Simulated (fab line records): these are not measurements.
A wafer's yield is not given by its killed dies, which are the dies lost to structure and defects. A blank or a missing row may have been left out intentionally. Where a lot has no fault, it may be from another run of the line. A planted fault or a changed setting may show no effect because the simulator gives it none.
Problem report, 8D (eight disciplines) form, completed by code :: flow gf180mcu :: the parts of the form that need people (team, actions taken, sign-off) are left out

1. WHAT IS WRONG
Across 6 wafers from 2 lots, VT_IMPLANT_4_TW at GF_VT_IMPLANT_TW_MEAS_43 averages 730, while fault-free wafers read 686 with a standard deviation of 5.5. That puts it +8.1 standard deviations away from the usual mean.
The first sign was on wafer L942.2 at day 12 08:49, on film-metro-02. Wafers with a number at this step in the record: 42, from 14 lots. Rule for "out", or "out of limits": more than 4 standard deviations from the usual mean. The rest of the wafers with a number are treated as sound.

2. WHAT IT IS, AND WHAT IT ISN'T
question: which readings at this step
is: VT_IMPLANT_4_TW
is not: -

question: which lots
is: L942, L946
is not: L925, L927, L929, L930, L931, L932, L933, L934, L935, L936, L937, L938

question: which wafers of those lots
is: all that have a number
is not: -

question: read on which gauges
is: film-metro-02
is not: film-metro-01, film-metro-04

question: when
is: from day 12 08:49
is not: up to then (36 sound wafers)

3. WHAT RULES OUT EACH SUSPECT
Counting: any tool at a process step up to the reading is kept as a suspect provided that every lot that is out went through it and no sound lot did after the first of them.
- the gauge at GF_VT_IMPLANT_TW_MEAS_43 is ruled out. All the wafers that are out were read on film-metro-02, but those of them that GF_VT_IMPLANT_IMPLANT_41 has rows for are out there too, on other tools.
- implanter-03 at GF_VT_IMPLANT_IMPLANT_41: kept. It processed each lot that is out, first L942 at day 12 08:35, and no sound lot thereafter; up to then, the last sound lot it processed was L937 at day 10 17:43. Its own readings are out on those wafers: beam-energy-keV.
Remaining after the count: implanter-03 at GF_VT_IMPLANT_IMPLANT_41.

4. THE CAUSE (what the simulator had put in)
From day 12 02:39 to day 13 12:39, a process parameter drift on implanter-03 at GF_VT_IMPLANT_IMPLANT_41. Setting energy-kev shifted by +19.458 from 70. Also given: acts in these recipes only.
This tool alone remained once counting was done.

5. SEQUENCE OF EFFECTS, ordered by route
Each row: a reading where the mean over the struck wafers with a number is more than 3 standard deviations away from the usual. Scope: only readings with a usual standard deviation given in the record; hours: median across lots of the time from each lot's start at the first step in this table that gives one to its start at this step; sigmas: change in usual standard deviations.
hours: 0
step: GF_VT_IMPLANT_IMPLANT_41
reading: beam-energy-keV
usual: 69.996
on struck wafers: 89.452
change: +19.456
sigmas: +99 or more

hours: 0
step: GF_VT_IMPLANT_TW_MEAS_43
reading: VT_IMPLANT_4_TW
usual: 686
on struck wafers: 730
change: +44
sigmas: +8.1
It contains these process steps:
- GF_VT_IMPLANT_IMPLANT_41
At these later measuring or inspecting steps, every struck wafer for which the step has a row has a number for every such reading, and none has moved that far: GF_VT_IMPLANT_RS_MEAS_46, GF_DUAL_GATE_THK_MEAS_03.

6. WHAT WOULD HAVE CAUGHT IT SOONER
Counted from the fault's start at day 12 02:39, it took 6 hours until the first out-of-limits reading at a measuring or inspecting step in this record, taken at day 12 08:49.
The tool's own readings at GF_VT_IMPLANT_IMPLANT_41 were out on every struck wafer that the step has a row for (beam-energy-keV): an alarm limit on them would have fired on the first of those.
Of the lots that are out (2), L946 began GF_VT_IMPLANT_IMPLANT_41 on implanter-03 after day 12 08:49. It would have been spared by a hold on the tool at that moment.
